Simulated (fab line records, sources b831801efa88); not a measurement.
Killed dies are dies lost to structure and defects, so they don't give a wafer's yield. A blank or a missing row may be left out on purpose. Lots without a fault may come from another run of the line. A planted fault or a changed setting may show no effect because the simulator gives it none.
Problem report in the 8D (eight disciplines) form, filled by code | flow gf180mcu | the parts of the form that need people (team, actions taken, sign-off) are left out

1. THE PROBLEM
strip_time_to_endpoint_s at GF_TOP_METAL_STRIP_17 reads a mean of 12.31 s on 3 wafers of 1 lot; wafers without a fault read 12.92 s with a standard deviation of 0.08. That is -7.6 standard deviations from the usual mean.
The step: strips in O2/N2.
First seen on wafer L829.2, day 32 18:05, on plasma_asher-03. The record holds 33 wafers of 11 lots with a number at this step. Rule for "out", or "out of limits": more than 4 standard deviations from the usual mean. The other wafers with a number count as sound.

2. WHAT IT IS AND WHAT IT IS NOT
question                    | is                       | is not
which readings at this step | strip_time_to_endpoint_s | drypump_motor_current_A, heater_power_w, oes_product_au
which lots                  | L829                     | L813, L814, L815, L818, L820, L821, L824, L832, L834, L836
which wafers of those lots  | all that have a number   | -
read on which tools         | plasma_asher-03          | plasma_asher-02, plasma_asher-04
when                        | from day 32 18:05        | up to then (21 sound wafers); but 9 sound wafers of L832, L834, L836 came after

3. SUSPECTS, AND WHAT RULES EACH OUT
Counting: a tool at a process step up to the reading stays a suspect if it ran every lot that is out and no sound lot after the first of them.
- pvd_sputter-04 at GF_M4_SPUTTER_04 (material TiN, target thk 50 nm, time 41.7 s): kept. It ran the lot that is out, L829 (day 27 21:18), and no sound lot after that; its last sound lot up to then is L824 (day 26 12:01).
- pvd_sputter-01 at GF_MIM_SPUTTER_08 (material AlCu, target thk 200 nm, time 10.6 s): ruled out as a lasting fault. Sound lots L832 ran on it after its first lot that is out, L829 (day 29 16:04).
- plasma_asher-02 at GF_V5_STRIP_18 (strips in O2/N2): ruled out as a lasting fault. Sound lots L834, L836 ran on it after its first lot that is out, L829 (day 31 23:25).
- litho_track-02 at GF_TOP_METAL_COAT_09 (resist thk 1500 nm): kept. It ran the lot that is out, L829 (day 32 09:19), and no sound lot after that; its last sound lot up to then is L824 (day 31 04:11).
- plasma_asher-03 at GF_TOP_METAL_STRIP_17 (strips in O2/N2): ruled out as a lasting fault. Sound lots L832, L836 ran on it after its first lot that is out, L829 (day 32 18:05).
Left after counting: pvd_sputter-04 at GF_M4_SPUTTER_04, litho_track-02 at GF_TOP_METAL_COAT_09.

4. THE CAUSE (what the simulator had put in)
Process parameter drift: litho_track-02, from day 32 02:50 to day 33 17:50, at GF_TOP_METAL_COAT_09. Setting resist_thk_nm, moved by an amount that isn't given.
Counting left 2 suspects, and this tool is among them.

5. THE CHAIN OF EFFECTS, in route order
Each row: a reading whose mean over the struck wafers that have a number lies more than 3 standard deviations from the usual. Only readings for which the record gives a usual standard deviation are gone through. hours: the time from each lot's start at the first step in this table that gives one to its start at this step, as a median over the lots. sigmas: the change in usual standard deviations.
hours | step                  | reading                  | usual   | on struck wafers | change | sigmas
0     | GF_TOP_METAL_STRIP_17 | strip_time_to_endpoint_s | 12.92 s | 12.31            | -0.61  | -7.6
The process steps in it:
- GF_TOP_METAL_STRIP_17: strips in O2/N2.

6. WHAT WOULD HAVE CAUGHT IT SOONER
In this record the first reading out of limits was taken at day 32 18:05, 15 hours after the fault began at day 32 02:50.
All the lots that are out (1) had begun GF_TOP_METAL_COAT_09 on litho_track-02 by day 32 18:05. A hold on the tool at that time would have spared none of them.
